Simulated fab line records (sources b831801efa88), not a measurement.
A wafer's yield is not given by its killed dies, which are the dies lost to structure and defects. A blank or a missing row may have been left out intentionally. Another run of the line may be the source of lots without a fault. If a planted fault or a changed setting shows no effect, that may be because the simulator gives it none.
Matching of chambers    flow sfq_line    SFQ_TRILAYER_A5B_DEP_PECVD_129 on pecvd-01 has 3 sister chambers
The step deposits SiO2 from SiH4/N2O, time 133.33 s, target thk 600 nm. 3 wafers are shown with their chamber, then 7 later ones without.

WAFERS WITH THEIR CHAMBER
wafer   chamber  heater_power_w (W)
L558.5  2        85
L563.1  1        73
L563.2  0        83

WAFERS WITH NO CHAMBER GIVEN
wafer   heater_power_w (W)
L563.5  75
L565.1  81
L565.4  81
L565.5  72
L567.1  64
L567.5  77
L567.6  72

CHAMBER TAKEN BY EACH
wafer    from the rows above            in truth
L563.5   can't be placed: 1 or 0        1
L565.1   can't be placed: 0 or 2 or 1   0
L565.4   can't be placed: 0 or 2 or 1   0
L565.5   1                              1
L567.1   1                              1
L567.5   can't be placed: 1 or 0 or 2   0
L567.6   1                              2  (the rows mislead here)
Correctly placed: 2 of 7. From these rows, 4 cannot be placed; in 4 the true chamber is one of the candidates. 1 placed wrongly.
How it was worked out, from the rows above alone: a wafer's distance from a chamber is the root of the sum, over the readings, of the square of ((its reading less the chamber's mean) divided by the reading's scatter). If the next closest chamber is less than 2 further off than the closest, the wafer can't be placed; otherwise it belongs to the closest. A chamber's mean is the mean of its shown wafers. The scatter (one wafer shown for each chamber): square how far every hidden wafer sits from the nearest shown wafer, average those squares and take the square root.
